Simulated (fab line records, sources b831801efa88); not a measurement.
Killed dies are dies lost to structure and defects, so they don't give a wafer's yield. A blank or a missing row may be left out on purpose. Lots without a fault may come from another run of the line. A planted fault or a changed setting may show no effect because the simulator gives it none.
fab line records | flow sky130
record lots=6 wafers=18 last_day=50
route steps=708 shown METAL2@483
lots that met no fault: from a run of the same line without faults
start_h: hours from the record's first day to the start of the lot's first wafer shown | wait_h: hours since the lot's step before | " the same as in the row above | L1.1+2: a row that stands for several wafers | - no value, or no start given | * or withheld: withheld | < > ~ a bound
route shown NAME@n: a module of which the file shows steps, and the number in the route of the first | usual: mean/standard deviation of fault-free wafers | same: alike in all rows | chamber/n: place in a boat | sites: the reading at each site | _std_site: their standard deviation | _edge_site: outer sites' mean less inner sites' | radius_mm: how far each site lies from the wafer's centre | mask NAME#n: copy n | behind: the tool/chamber that last shaped the wafer | hold: why the lot was held/for how many hours/how that ended | device: the transistor (n, p or np) that didn't switch | end of line: the same wafers' tests at the end of the route | a step without rows: its recipe alone | killed: dies lost to structure and defects at the first sort, not the wafer's yield | map: a wafer's dies, x killed, . not, _ none there
set.NAME: the setting as run; set.NAME@STEP: as run at that earlier step | model.NAME: the simulator's own value behind a step, which no gauge read
lots at some steps of the route; a table a step, a row a wafer
services: from which hour (start_h, from the record's first day; less than 0 if before it) a tool's chamber was out of use, for how many hours, and why
## steps
# step SKY_METAL2_SPUTTER_00
# recipe material=Ti target_thk_nm=15 power_w=3000 time_s=10 chamber_pressure_pa=0.4
# usual throttle_valve_pct=29.5/1.3
# columns lot.wafer tool chamber start_h wait_h throttle_valve_pct
L753.1 pvd_sputter-03 - 791.19 0.1 30.8
L753.4 " - " " 30.2
L753.5 " - " " 30.1
L761.1 pvd_sputter-03 - 858.85 0.2 30.8
L761.2 " - " " 30.9
L761.3 " - " " 30.4
L762.2 pvd_sputter-01 - 862.52 0.1 29.2
L762.3 " - " " 29.3
L762.4 " - " " 26.9
L770.2 pvd_sputter-02 - 925.35 0.2 31.4
L770.4 " - " " 30.9
L770.6 " - " " 29.6
L775.2 pvd_sputter-01 - 958.42 0.1 29.2
L775.4 " - " " 27.2
L775.5 " - " " 29.3
L776.3 pvd_sputter-01 - 974.52 0.2 29.4
L776.5 " - " " 27.0
L776.6 " - " " 29.3
# step SKY_METAL2_SPUTTER_01
# recipe material=TiN target_thk_nm=20 power_w=6500 time_s=16.7 chamber_pressure_pa=0.4
# usual throttle_valve_pct=29.5/1.3
# columns lot.wafer tool chamber start_h wait_h throttle_valve_pct
L753.1 pvd_sputter-03 - 791.21 0.0 31.1
L753.4 " - " " 30.2
L753.5 " - " " 30.0
L761.1 pvd_sputter-03 - 858.87 0.0 30.8
L761.2 " - " " 31.0
L761.3 " - " " 30.3
L762.2 pvd_sputter-01 - 862.54 0.0 29.1
L762.3 " - " " 29.5
L762.4 " - " " 27.1
L770.2 pvd_sputter-02 - 925.37 0.0 30.9
L770.4 " - " " 31.0
L770.6 " - " " 29.6
L775.2 pvd_sputter-01 - 958.44 0.0 29.0
L775.4 " - " " 27.2
L775.5 " - " " 29.1
L776.3 pvd_sputter-01 - 974.54 0.0 29.8
L776.5 " - " " 27.3
L776.6 " - " " 29.2
# step SKY_METAL2_SPUTTER_02
# recipe material=AlCu target_thk_nm=250 power_w=10600 time_s=13.3 chamber_pressure_pa=0.4
# usual throttle_valve_pct=29.4/1.3
# columns lot.wafer tool chamber start_h wait_h throttle_valve_pct
L753.1 pvd_sputter-03 - 791.24 0.0 30.6
L753.4 " - " " 30.1
L753.5 " - " " 30.3
L761.1 pvd_sputter-03 - 858.90 0.0 30.8
L761.2 " - " " 30.7
L761.3 " - " " 30.0
L762.2 pvd_sputter-01 - 862.57 0.0 29.2
L762.3 " - " " 29.6
L762.4 " - " " 27.3
L770.2 pvd_sputter-02 - 925.40 0.0 31.1
L770.4 " - " " 30.6
L770.6 " - " " 29.5
L775.2 pvd_sputter-01 - 958.47 0.0 29.1
L775.4 " - " " 27.0
L775.5 " - " " 29.5
L776.3 pvd_sputter-01 - 974.57 0.0 29.4
L776.5 " - " " 27.0
L776.6 " - " " 29.3
# step SKY_METAL2_SPUTTER_03
# recipe material=Ti target_thk_nm=5 power_w=3000 time_s=3.3 chamber_pressure_pa=0.4
# usual throttle_valve_pct=29.4/1.3
# columns lot.wafer tool chamber start_h wait_h throttle_valve_pct
L753.1 pvd_sputter-03 - 791.26 0.0 31.1
L753.4 " - " " 30.2
L753.5 " - " " 30.3
L761.1 pvd_sputter-03 - 858.92 0.0 30.5
L761.2 " - " " 31.0
L761.3 " - " " 30.3
L762.2 pvd_sputter-01 - 862.59 0.0 29.1
L762.3 " - " " 29.4
L762.4 " - " " 27.0
L770.2 pvd_sputter-02 - 925.42 0.0 31.2
L770.4 " - " " 30.7
L770.6 " - " " 29.3
L775.2 pvd_sputter-01 - 958.49 0.0 29.1
L775.4 " - " " 27.3
L775.5 " - " " 29.3
L776.3 pvd_sputter-01 - 974.59 0.0 29.2
L776.5 " - " " 26.9
L776.6 " - " " 29.0
# step SKY_METAL2_SPUTTER_04
# recipe material=TiN target_thk_nm=70 power_w=6500 time_s=58.3 chamber_pressure_pa=0.4
# usual throttle_valve_pct=29.4/1.3
# columns lot.wafer tool chamber start_h wait_h throttle_valve_pct
L753.1 pvd_sputter-03 - 791.28 0.0 31.0
L753.4 " - " " 30.2
L753.5 " - " " 29.8
L761.1 pvd_sputter-03 - 858.94 0.0 30.9
L761.2 " - " " 31.0
L761.3 " - " " 30.0
L762.2 pvd_sputter-01 - 862.61 0.0 28.9
L762.3 " - " " 29.4
L762.4 " - " " 27.1
L770.2 pvd_sputter-02 - 925.44 0.0 31.1
L770.4 " - " " 30.9
L770.6 " - " " 29.6
L775.2 pvd_sputter-01 - 958.51 0.0 29.0
L775.4 " - " " 27.1
L775.5 " - " " 29.6
L776.3 pvd_sputter-01 - 974.61 0.0 29.4
L776.5 " - " " 27.3
L776.6 " - " " 29.0
# step SKY_METAL2_RS_MEAS_05
# recipe thk_meas_gauge=four-point-probe reads=TiN_of_METAL2_SPUTTER_04+Ti_of_METAL2_SPUTTER_03+AlCu_of_METAL2_SPUTTER_02+TiN_of_METAL2_SPUTTER_01+Ti_of_METAL2_SPUTTER_00
# usual METAL2_ALCU_RS=0.1270/0.0014
# columns lot.wafer tool chamber start_h wait_h METAL2_ALCU_RS[ohm/sq]
L753.1 film_metro-04 - 791.34 0.0 0.1276
L753.4 " - " " 0.1291
L753.5 " - " " 0.1288
L761.1 film_metro-03 - 858.99 0.0 0.1277
L761.2 " - " " 0.1277
L761.3 " - " " 0.1278
L762.2 film_metro-03 - 862.68 0.0 0.1263
L762.3 " - " " 0.1256
L762.4 " - " " 0.1268
L770.2 film_metro-02 - 925.51 0.0 0.1272
L770.4 " - " " 0.1259
L770.6 " - " " 0.1249
L775.2 film_metro-02 - 958.58 0.0 0.1262
L775.4 " - " " 0.1276
L775.5 " - " " 0.1267
L776.3 film_metro-02 - 974.70 0.1 0.1281
L776.5 " - " " 0.1268
L776.6 " - " " 0.1272
# step SKY_METAL2_THK_MEAS_06
# recipe thk_meas_gauge=xrf reads=AlCu_of_METAL2_SPUTTER_02
# usual METAL2_ALCU_THK=247.9/2.9
# columns lot.wafer tool chamber start_h wait_h METAL2_ALCU_THK[nm]
L753.1 film_metro-04 - 791.46 0.1 247.1
L753.4 " - " " 244.6
L753.5 " - " " 245.1
L761.1 film_metro-03 - 859.11 0.1 248.3
L761.2 " - " " 249.4
L761.3 " - " " 247.4
L762.2 film_metro-03 - 862.79 0.1 250.3
L762.3 " - " " 251.5
L762.4 " - " " 247.3
L770.2 film_metro-02 - 925.62 0.1 246.3
L770.4 " - " " 248.8
L770.6 " - " " 252.7
L775.2 film_metro-02 - 958.69 0.1 248.8
L775.4 " - " " 247.9
L775.5 " - " " 247.5
L776.3 film_metro-02 - 974.80 0.1 247.1
L776.5 " - " " 250.3
L776.6 " - " " 247.7
# step SKY_METAL2_DEHYDRATE_07
# recipe temp_c=200 time_s=60
# step SKY_METAL2_HMDS_08
# recipe prime_time_s=60 prime_temp_c=120
# step SKY_METAL2_COAT_09
# recipe resist=BARC temp_c=withheld time_s=withheld spin_rpm=3000 resist_thk_nm=60
# step SKY_METAL2_COAT_10
# recipe resist=KrF-thick spin_rpm=3000 resist_thk_nm=450
# step SKY_METAL2_SOFTBAKE_11
# recipe temp_c=100 time_s=85.92 resist=KrF-thick
# step SKY_METAL2_EXPOSE_12
# recipe mask_id=MM2 na=0.8 source_shape=annular sigma_inner=0.55 sigma_outer=0.85 target_cd_nm=140 dose_mj=28
# usual exposure_dose_mJ_cm2=27.965/0.027 focus_offset_nm=0.0/0.57
# columns lot.wafer tool chamber start_h wait_h mask exposure_dose_mJ_cm2 focus_offset_nm
L753.1 krf_scanner-01 0 804.68 - MM2#0 27.967 0.0
L753.4 " 0 " " MM2#0 27.973 -0.6
L753.5 " 0 " " MM2#0 27.982 0.4
L761.1 krf_scanner-02 - 872.26 - MM2#0 - -
L761.2 " - " " MM2#0 - -
L761.3 " - " " MM2#0 - -
L762.2 krf_scanner-01 - 875.43 - MM2#0 - -
L762.3 " - " " MM2#0 - -
L762.4 " - " " MM2#0 - -
L770.2 krf_scanner-01 0 938.00 - MM2#0 27.982 -0.4
L770.4 " 0 " " MM2#0 27.964 0.5
L770.6 " 0 " " MM2#0 27.954 0.1
L775.2 krf_scanner-01 0 969.68 - MM2#0 27.957 -0.2
L775.4 " 0 " " MM2#0 27.943 0.3
L775.5 " 0 " " MM2#0 27.962 0.2
L776.3 krf_scanner-01 0 987.27 - MM2#0 27.955 -0.5
L776.5 " 0 " " MM2#0 27.950 -0.6
L776.6 " 0 " " MM2#0 27.987 -0.8
# step SKY_METAL2_PEB_13
# recipe peb_temp_c=withheld peb_time_s=withheld resist=KrF-thick
## services
# columns tool chamber start_h hours kind
pvd_sputter-03 - 801.55 6.2 repair
krf_scanner-01 - 819.01 1.0 repair
krf_scanner-01 - 823.79 3.4 repair
krf_scanner-01 - 825.68 0.9 repair
pvd_sputter-02 - 835.46 11.5 repair
pvd_sputter-01 - 851.15 2.5 repair
krf_scanner-02 - 852.24 1.0 pm
krf_scanner-01 - 853.89 0.3 repair
krf_scanner-01 - 860.56 0.8 pm
krf_scanner-01 0 864.64 - calibration
krf_scanner-02 - 870.96 1.3 pm
krf_scanner-01 - 875.95 1.3 pm
krf_scanner-02 - 880.93 5.0 repair
krf_scanner-01 - 903.95 4.4 pm
krf_scanner-02 - 908.38 0.8 pm
krf_scanner-02 - 921.18 1.3 repair
krf_scanner-02 0 923.65 - calibration
krf_scanner-02 - 924.97 3.6 repair
krf_scanner-02 - 928.55 0.8 pm
krf_scanner-01 - 935.69 1.0 pm
krf_scanner-01 - 941.08 4.0 pm
krf_scanner-02 - 941.69 3.7 repair
## key
first_sign step=SKY_METAL2_EXPOSE_12 reading=tool_record direction=missing
effect none on later readings
met_at SKY_METAL2_EXPOSE_12
struck_wafers L761.1,L761.2,L761.3,L762.2,L762.3,L762.4
later_rows_left_out L761.1,L761.2,L761.3,L762.2,L762.3,L762.4
sort_left_out L761.1,L761.2,L761.3,L762.2,L762.3,L762.4
onset_between 804.68 872.26
fault kind=skipped_step_whole tool=krf_scanner-01,krf_scanner-02 chamber=- onset_h=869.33 steps=SKY_METAL2_EXPOSE_12 scope=struck_lots_only
# sort_left_out: the simulated sort isn't trusted on such a fault, so these wafers' sort isn't shown, and their yield isn't known
# later_rows_left_out: the simulator's readings of these wafers behind a module that went badly wrong aren't trusted and aren't shown, but for the sort
